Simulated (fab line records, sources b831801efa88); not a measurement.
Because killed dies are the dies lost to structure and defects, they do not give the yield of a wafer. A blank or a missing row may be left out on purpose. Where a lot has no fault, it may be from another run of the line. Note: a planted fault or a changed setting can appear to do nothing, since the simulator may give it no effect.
fab line records | flow sky130
record lots=10 | wafers=30 | last_day=52
route steps=708 shown VIA2@509 CAPM@538 PAD_OPEN@708
lots with no fault: from the same line, run without faults
start_h: hours from the record's first day to the start of the lot's first wafer shown | wait_h: hours since the lot's step before | " the same as in the row above | L1.1+2: a row that stands for several wafers | - no value, or no start given | * or withheld: withheld | < > ~ a bound
route shown NAME@n: names a module that has steps shown in the file, with the first one's number in the route | usual: the fault-free wafers' mean and standard deviation | same: alike in all rows | chamber/n: place in a boat | sites: each site's reading | _std_site: the values' standard deviation | _edge_site: mean of outer sites minus mean of inner sites | radius_mm: for every site, how far away it sits from the centre of the wafer | mask NAME#n: copy n | behind: the tool/chamber that last shaped the wafer | hold: cause of the lot's hold/its duration in hours/its outcome | device: the n, p or np transistor that did not switch | end of line: the tests these same wafers got at the end of their route | a step with no rows: only its recipe | killed: dies that structure and defects cost at the first sort, which is not the same as the wafer's yield | map: dies across one wafer; x = killed, . = not, _ = none there
set.NAME: setting as actually run; set.NAME@STEP: the setting as run at that earlier step | model.NAME: the simulator's own value behind a step, which no gauge read
a sample of lots followed through the steps of the route, with each step as a table and each wafer as a row
services: a tool's chamber out of use, with start hour (start_h, from the record's first day; less than 0 if before it), hours out, and reason
## steps
# step SKY_VIA2_CMP_02
# recipe material=SiO2 | down_force_psi=4 | platen_rpm=60 | pad_velocity_m_s=0.94248
# usual edge_zone_pressure_frac=0.999/0.0054 | motor_current_A=11.7/0.93
lot.wafer | tool   | chamber | start_h | wait_h | edge_zone_pressure_frac | motor_current_A
L851.1    | cmp-02 | 0       | 772.47  | 0.1    | 1.007                   | 11.7
L851.3    | "      | 2       | "       | "      | 0.999                   | 13.3
L851.6    | "      | 3       | "       | "      | 0.999                   | 11.6
L854.2    | cmp-02 | 0       | 787.13  | 0.0    | 1.000                   | 11.7
L854.4    | "      | 2       | "       | "      | 1.018                   | 13.2
L854.5    | "      | 0       | "       | "      | 1.005                   | 11.7
L856.1    | cmp-01 | 1       | 796.53  | 0.1    | 1.003                   | 12.5
L856.2    | "      | 2       | "       | "      | 0.997                   | 11.1
L856.6    | "      | 1       | "       | "      | 0.999                   | 12.3
L857.2    | cmp-01 | 2       | 811.44  | 0.2    | 1.012                   | 11.7
L857.4    | "      | 0       | "       | "      | 1.001                   | 10.4
L857.6    | "      | 3       | "       | "      | 0.990                   | 12.5
L863.3    | cmp-01 | 3       | 847.82  | 0.0    | 1.002                   | 12.2
L863.1    | "      | 1       | "       | "      | 0.995                   | 12.5
L863.4    | "      | 2       | "       | "      | 1.003                   | 11.5
L866.1    | cmp-02 | 3       | 869.84  | 0.2    | 0.995                   | 12.1
L866.6    | "      | 0       | "       | "      | 0.996                   | 12.1
L866.5    | "      | 1       | "       | "      | 0.999                   | 10.2
L867.3    | cmp-02 | 3       | 877.92  | 0.0    | 0.997                   | 11.8
L867.1    | "      | 1       | "       | "      | 1.003                   | 10.9
L867.6    | "      | 3       | "       | "      | 1.002                   | 11.7
L870.2    | cmp-01 | 0       | 1051.79 | 0.0    | 0.999                   | 10.3
L870.3    | "      | 1       | "       | "      | 0.999                   | 12.3
L870.4    | "      | 3       | "       | "      | 1.004                   | 11.9
L869.4    | cmp-01 | 0       | 1056.46 | 0.0    | 0.996                   | 10.1
L869.2    | "      | 2       | "       | "      | 0.995                   | 11.2
L869.6    | "      | 0       | "       | "      | 1.000                   | 11.2
L873.3    | cmp-02 | 2       | 1059.71 | 0.1    | 1.001                   | 13.7
L873.2    | "      | 0       | "       | "      | 0.998                   | 12.2
L873.5    | "      | 2       | "       | "      | 0.999                   | 13.0
# step SKY_VIA2_CD_MEAS_12
# recipe target_cd_nm=200
# usual cd_nm=200.1/1.9
lot.wafer | tool      | chamber | start_h | wait_h | cd_nm
L851.1    | cd_sem-01 | -       | 799.31  | -      | 197.5
L851.3    | "         | -       | "       | "      | 197.8
L851.6    | "         | -       | "       | "      | 197.1
L854.2    | cd_sem-02 | -       | 813.68  | -      | 198.2
L854.4    | "         | -       | "       | "      | 198.6
L854.5    | "         | -       | "       | "      | 198.3
L856.1    | cd_sem-02 | -       | 823.86  | -      | 199.6
L856.2    | "         | -       | "       | "      | 199.6
L856.6    | "         | -       | "       | "      | 199.2
L857.2    | cd_sem-02 | -       | 839.13  | -      | 201.9
L857.4    | "         | -       | "       | "      | 201.1
L857.6    | "         | -       | "       | "      | 200.6
L863.1    | cd_sem-01 | -       | 874.11  | -      | 199.6
L863.3    | "         | -       | "       | "      | 199.3
L863.4    | "         | -       | "       | "      | 199.2
L866.1    | cd_sem-02 | -       | 897.11  | -      | 201.1
L866.5    | "         | -       | "       | "      | 201.9
L866.6    | "         | -       | "       | "      | 203.2
L867.1    | cd_sem-02 | -       | 905.36  | -      | 197.7
L867.3    | "         | -       | "       | "      | 198.7
L867.6    | "         | -       | "       | "      | 198.7
L870.2    | cd_sem-02 | -       | 1072.26 | -      | 200.8
L870.3    | "         | -       | "       | "      | 201.1
L870.4    | "         | -       | "       | "      | 200.8
L869.2    | cd_sem-02 | -       | 1076.23 | -      | 197.3
L869.4    | "         | -       | "       | "      | 198.1
L869.6    | "         | -       | "       | "      | 196.9
L873.2    | cd_sem-01 | -       | 1079.78 | -      | 201.9
L873.3    | "         | -       | "       | "      | 202.7
L873.5    | "         | -       | "       | "      | 201.9
# step SKY_VIA2_CVD_21
# recipe material=W | target_thk_nm=420 | time_s=126.4 | temp_c=400 | pressure_torr=40
# usual heater_power_w=826/52 | susceptor_temp_C=400.04/0.21
lot.wafer | tool     | chamber | start_h | wait_h | heater_power_w | susceptor_temp_C
L851.1    | cvd_w-01 | 0       | 800.22  | 0.0    | 787            | 400.05
L851.3    | "        | 1       | "       | "      | 846            | 400.11
L851.6    | "        | 1       | "       | "      | 865            | 399.81
L854.2    | cvd_w-02 | 1       | 814.58  | 0.0    | 891            | 400.04
L854.4    | "        | 0       | "       | "      | 811            | 399.83
L854.5    | "        | 0       | "       | "      | 803            | 399.43
L856.1    | cvd_w-01 | 1       | 824.77  | 0.0    | 861            | 399.96
L856.2    | "        | 0       | "       | "      | 809            | 399.95
L856.6    | "        | 1       | "       | "      | 880            | 400.15
L857.2    | cvd_w-02 | 1       | 840.06  | 0.0    | 881            | 400.22
L857.4    | "        | 1       | "       | "      | 879            | 400.20
L857.6    | "        | 1       | "       | "      | 879            | 399.96
L863.1    | cvd_w-01 | 1       | 875.02  | 0.0    | 850            | 400.36
L863.3    | "        | 1       | "       | "      | 872            | 400.44
L863.4    | "        | 0       | "       | "      | 794            | 400.34
L866.1    | cvd_w-01 | 1       | 898.04  | 0.0    | 876            | 399.44
L866.5    | "        | 1       | "       | "      | 861            | 399.93
L866.6    | "        | 0       | "       | "      | 802            | 399.49
L867.1    | cvd_w-02 | 0       | 906.28  | 0.0    | 781            | 399.78
L867.3    | "        | 1       | "       | "      | 897            | 399.70
L867.6    | "        | 0       | "       | "      | 821            | 399.92
L870.2    | cvd_w-01 | 1       | 1073.18 | 0.0    | 861            | 400.29
L870.3    | "        | 0       | "       | "      | 728            | 400.21
L870.4    | "        | 1       | "       | "      | 880            | 400.19
L869.2    | cvd_w-01 | 0       | 1077.36 | 0.0    | 735            | 399.96
L869.4    | "        | 0       | "       | "      | 730            | 399.93
L869.6    | "        | 1       | "       | "      | 889            | 399.88
L873.2    | cvd_w-02 | 0       | 1080.68 | 0.0    | 812            | 400.17
L873.3    | "        | 0       | "       | "      | 798            | 400.26
L873.5    | "        | 0       | "       | "      | 795            | 400.08
# step SKY_VIA2_RS_MEAS_22
# recipe thk_meas_gauge=four-point-probe | reads=W_of_VIA2_CVD_21+TiN_of_VIA2_SPUTTER_20
# usual VIA2_W_RS=0.270/0.0033
lot.wafer | tool          | chamber | start_h | wait_h | VIA2_W_RS[ohm/sq]
L851.1    | film_metro-04 | -       | 800.35  | 0.1    | 0.262
L851.3    | "             | -       | "       | "      | 0.266
L851.6    | "             | -       | "       | "      | 0.264
L854.2    | film_metro-04 | -       | 814.73  | 0.1    | 0.271
L854.4    | "             | -       | "       | "      | 0.268
L854.5    | "             | -       | "       | "      | 0.266
L856.1    | film_metro-03 | -       | 824.90  | 0.1    | 0.273
L856.2    | "             | -       | "       | "      | 0.264
L856.6    | "             | -       | "       | "      | 0.270
L857.2    | film_metro-03 | -       | 840.21  | 0.1    | 0.480
L857.4    | "             | -       | "       | "      | 0.485
L857.6    | "             | -       | "       | "      | 0.482
L863.1    | film_metro-03 | -       | 875.15  | 0.1    | 0.270
L863.3    | "             | -       | "       | "      | 0.270
L863.4    | "             | -       | "       | "      | 0.263
L866.1    | film_metro-04 | -       | 898.17  | 0.1    | 0.274
L866.5    | "             | -       | "       | "      | 0.271
L866.6    | "             | -       | "       | "      | 0.267
L867.1    | film_metro-03 | -       | 906.41  | 0.1    | 0.270
L867.3    | "             | -       | "       | "      | 0.275
L867.6    | "             | -       | "       | "      | 0.277
L870.2    | film_metro-03 | -       | 1073.34 | 0.1    | 0.272
L870.3    | "             | -       | "       | "      | 0.269
L870.4    | "             | -       | "       | "      | 0.274
L869.2    | film_metro-03 | -       | 1077.52 | 0.1    | 0.268
L869.4    | "             | -       | "       | "      | 0.267
L869.6    | "             | -       | "       | "      | 0.270
L873.2    | film_metro-03 | -       | 1080.83 | 0.1    | 0.274
L873.3    | "             | -       | "       | "      | 0.271
L873.5    | "             | -       | "       | "      | 0.271
# step SKY_VIA2_THK_MEAS_23
# recipe thk_meas_gauge=xrf | reads=W_of_VIA2_CVD_21
# usual VIA2_W_THK=408/5.4
lot.wafer | tool          | chamber | start_h | wait_h | VIA2_W_THK[nm]
L851.1    | film_metro-04 | -       | 800.47  | 0.1    | 419
L851.3    | "             | -       | "       | "      | 414
L851.6    | "             | -       | "       | "      | 418
L854.2    | film_metro-04 | -       | 814.84  | 0.1    | 408
L854.4    | "             | -       | "       | "      | 412
L854.5    | "             | -       | "       | "      | 413
L856.1    | film_metro-03 | -       | 825.02  | 0.1    | 406
L856.2    | "             | -       | "       | "      | 415
L856.6    | "             | -       | "       | "      | 405
L857.2    | film_metro-03 | -       | 840.32  | 0.1    | 234
L857.4    | "             | -       | "       | "      | 233
L857.6    | "             | -       | "       | "      | 235
L863.1    | film_metro-03 | -       | 875.27  | 0.1    | 409
L863.3    | "             | -       | "       | "      | 410
L863.4    | "             | -       | "       | "      | 421
L866.1    | film_metro-04 | -       | 898.29  | 0.1    | 405
L866.5    | "             | -       | "       | "      | 408
L866.6    | "             | -       | "       | "      | 412
L867.1    | film_metro-03 | -       | 906.53  | 0.1    | 406
L867.3    | "             | -       | "       | "      | 399
L867.6    | "             | -       | "       | "      | 399
L870.2    | film_metro-03 | -       | 1073.45 | 0.1    | 403
L870.3    | "             | -       | "       | "      | 407
L870.4    | "             | -       | "       | "      | 400
L869.2    | film_metro-03 | -       | 1077.63 | 0.1    | 407
L869.4    | "             | -       | "       | "      | 409
L869.6    | "             | -       | "       | "      | 404
L873.2    | film_metro-03 | -       | 1080.94 | 0.1    | 398
L873.3    | "             | -       | "       | "      | 402
L873.5    | "             | -       | "       | "      | 398
# step SKY_VIA2_CMP_24
# recipe stop_on=SiO2 | t_overpolish_s=20 | down_force_psi=3.5 | platen_rpm=60 | target_thk_nm=0 | pad_velocity_m_s=0.94248
# usual edge_zone_pressure_frac=1.000/0.0055 | motor_current_A=10.6/0.89 | time_to_endpoint_s=103/3.3
lot.wafer | tool   | chamber | start_h | wait_h | edge_zone_pressure_frac | motor_current_A | time_to_endpoint_s
L851.3    | cmp-01 | 2       | 800.63  | 0.1    | 0.996                   | 9.8             | 107
L851.1    | "      | 3       | "       | "      | 1.001                   | 11.6            | 102
L851.6    | "      | 0       | "       | "      | 1.007                   | 9.7             | 111
L854.4    | cmp-02 | 0       | 814.89  | 0.0    | 0.994                   | 11.0            | 97
L854.2    | "      | 3       | "       | "      | 1.004                   | 10.5            | 101
L854.5    | "      | 1       | "       | "      | 0.996                   | 10.0            | 101
L856.1    | cmp-01 | 1       | 825.13  | 0.1    | 0.994                   | 11.3            | 97
L856.2    | "      | 3       | "       | "      | 0.994                   | 11.3            | 101
L856.6    | "      | 1       | "       | "      | 1.005                   | 12.0            | 101
L857.2    | cmp-02 | 2       | 840.47  | 0.1    | 0.999                   | 11.6            | 59
L857.4    | "      | 3       | "       | "      | 1.003                   | 11.0            | 60
L857.6    | "      | 0       | "       | "      | 1.009                   | 10.8            | 59
L863.3    | cmp-02 | 1       | 875.33  | 0.0    | 1.002                   | 10.0            | 108
L863.4    | "      | 2       | "       | "      | 1.002                   | 11.7            | 100
L863.1    | "      | 0       | "       | "      | 1.000                   | 11.2            | 99
L866.1    | cmp-01 | 2       | 898.45  | 0.1    | 0.995                   | 10.6            | 103
L866.5    | "      | 0       | "       | "      | 0.998                   | 9.3             | 105
L866.6    | "      | 1       | "       | "      | 0.997                   | 11.2            | 107
L867.3    | cmp-01 | 2       | 906.69  | 0.1    | 1.010                   | 10.0            | 106
L867.1    | "      | 3       | "       | "      | 1.007                   | 11.2            | 103
L867.6    | "      | 1       | "       | "      | 1.008                   | 11.3            | 104
L870.4    | cmp-02 | 2       | 1073.55 | 0.1    | 1.002                   | 12.4            | 102
L870.3    | "      | 3       | "       | "      | 1.007                   | 10.1            | 101
L870.2    | "      | 0       | "       | "      | 0.995                   | 11.2            | 99
L869.4    | cmp-01 | 3       | 1077.85 | 0.2    | 1.001                   | 11.4            | 102
L869.2    | "      | 1       | "       | "      | 1.001                   | 11.0            | 103
L869.6    | "      | 2       | "       | "      | 1.003                   | 10.4            | 107
L873.3    | cmp-01 | 0       | 1080.99 | 0.0    | 1.005                   | 10.0            | 106
L873.2    | "      | 2       | "       | "      | 1.002                   | 10.1            | 106
L873.5    | "      | 0       | "       | "      | 1.013                   | 9.6             | 107
# step SKY_CAPM_THK_MEAS_01
# recipe reads=SiO2_of_CAPM_CVD_00
# usual CAPM_CVD_00_THK=15.49/0.21
lot.wafer | tool          | chamber | start_h | wait_h | CAPM_CVD_00_THK[nm]
L851.1    | film_metro-01 | -       | 801.01  | -      | 15.50
L851.3    | "             | -       | "       | "      | 15.54
L851.6    | "             | -       | "       | "      | 15.60
L854.2    | film_metro-03 | -       | 815.37  | -      | 15.44
L854.4    | "             | -       | "       | "      | 15.90
L854.5    | "             | -       | "       | "      | 15.49
L856.1    | film_metro-02 | -       | 825.56  | -      | 15.53
L856.2    | "             | -       | "       | "      | 15.08
L856.6    | "             | -       | "       | "      | 15.94
L857.2    | film_metro-03 | -       | 840.85  | -      | 15.48
L857.4    | "             | -       | "       | "      | 15.67
L857.6    | "             | -       | "       | "      | 15.43
L863.1    | film_metro-02 | -       | 875.81  | -      | 15.29
L863.3    | "             | -       | "       | "      | 15.31
L863.4    | "             | -       | "       | "      | 15.51
L866.1    | film_metro-01 | -       | 898.84  | -      | 15.23
L866.5    | "             | -       | "       | "      | 15.69
L866.6    | "             | -       | "       | "      | 15.60
L867.1    | film_metro-03 | -       | 907.07  | -      | 15.38
L867.3    | "             | -       | "       | "      | 15.48
L867.6    | "             | -       | "       | "      | 15.64
L870.2    | film_metro-01 | -       | 1073.98 | -      | 15.36
L870.3    | "             | -       | "       | "      | 15.57
L870.4    | "             | -       | "       | "      | 15.83
L869.2    | film_metro-02 | -       | 1078.29 | -      | 15.29
L869.4    | "             | -       | "       | "      | 15.63
L869.6    | "             | -       | "       | "      | 15.47
L873.2    | film_metro-01 | -       | 1081.48 | -      | 15.34
L873.3    | "             | -       | "       | "      | 15.61
L873.5    | "             | -       | "       | "      | 15.49
# step SKY_PAD_OPEN_PROBE_99
# usual defect_limited_yield=82.5/1.9 | killed_at_M0_to_M3=43/7 | killed_at_M4_up=2.7/1.6 | killed_at_contacts=24/5.3 | killed_at_front_end=16/4.6 | killed_at_other=0.3/0.53 | killed_dies=86/9.3 | killed_open=47/6.9 | killed_short=38/6.1 | sort_bin_3_pad_short=0.9/0.4 | sort_bin_5_function=10.3/1.4 | sort_bin_6_memory=6.3/1.1 | sort_n_pass=406/9.3 | sort_yield_pct=82.5/1.9
# same gross_dies=492 | killed_at_back_side=0 | sort_bin_4_leakage[%]=0 | sort_bin_8_speed[%]=0
lot.wafer | tool      | chamber | start_h | wait_h | defect_limited_yield[%] | killed_at_M0_to_M3 | killed_at_M4_up | killed_at_contacts | killed_at_front_end | killed_at_other | killed_dies | killed_open | killed_short | sort_bin_3_pad_short[%] | sort_bin_5_function[%] | sort_bin_6_memory[%] | sort_n_pass | sort_yield_pct[%]
L867.6    | prober-02 | -       | 1116.96 | 0.2    | 80.1                    | 49                 | 4               | 27                 | 18                  | 0               | 98          | 55          | 42           | 0                       | 12.8                   | 7.1                  | 394         | 80.1
# killed by level:class
L867.6 VIA1:geometric_particle:open=14 CONTACT:geometric_particle:open=9 LI_CONTACT:geometric_particle:open=8 FIELD_ISO:geometric_particle:open=7 VIA1:geometric_particle:short=7 VIA2:geometric_particle:open=6 VIA3:geometric_particle:open=6 FIELD_ISO:geometric_particle:short=5
## services
tool     | chamber | start_h | hours | kind
cmp-01   | -       | 814.82  | 1.0   | repair
cvd_w-01 | -       | 820.61  | 0.6   | repair
cmp-01   | -       | 837.94  | 1.5   | repair
cmp-02   | -       | 852.25  | 0.3   | repair
cvd_w-01 | -       | 879.87  | 0.5   | repair
cmp-02   | -       | 899.48  | 7.5   | pm
cvd_w-01 | -       | 904.00  | 14.0  | pm
cvd_w-01 | 0       | 904.00  | 14.0  | vent_cycle
cvd_w-01 | 1       | 904.00  | 14.0  | vent_cycle
cmp-01   | -       | 912.12  | 4.0   | pm
cmp-01   | -       | 916.12  | -     | consumable_replace:conditioner
cmp-01   | -       | 916.12  | -     | consumable_replace:pad
cvd_w-01 | 0       | 918.00  | -     | clean
cvd_w-01 | 1       | 918.00  | -     | clean
cvd_w-02 | -       | 930.68  | 0.8   | repair
cvd_w-01 | -       | 985.43  | 0.9   | repair
cmp-01   | -       | 1008.04 | 0.6   | repair
cmp-02   | -       | 1009.75 | 2.4   | repair
cvd_w-01 | -       | 1038.78 | 0.9   | repair
cmp-01   | -       | 1040.61 | 5.4   | pm
cmp-02   | -       | 1061.16 | 0.2   | repair
## key
first_sign step=SKY_VIA2_RS_MEAS_22 | reading=VIA2_W_RS | direction=up | sigmas=64 | usual=0.270 | struck=0.482
effect step=SKY_VIA2_THK_MEAS_23 | reading=VIA2_W_THK | direction=down | sigmas=32 | usual=408 | struck=234
effect step=SKY_VIA2_CMP_24 | reading=time_to_endpoint_s | direction=down | sigmas=13 | usual=* | struck=*
met_at SKY_VIA2_CVD_21
struck_lots L857
struck_wafers L857.2,L857.4,L857.6
not_acting_at SKY_VIA2_CMP_02,SKY_VIA2_CD_MEAS_12,SKY_CAPM_THK_MEAS_01
onset_between 814.58 840.06
fault kind=process_parameter_drift | tool=cvd_w-02 | chamber=1 | onset_h=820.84 | steps=SKY_VIA2_CVD_21 | channel=target_thk_nm | offset=-179.03 | shape=step | end_h=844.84 | acts_in=these_recipes_only | stated=420
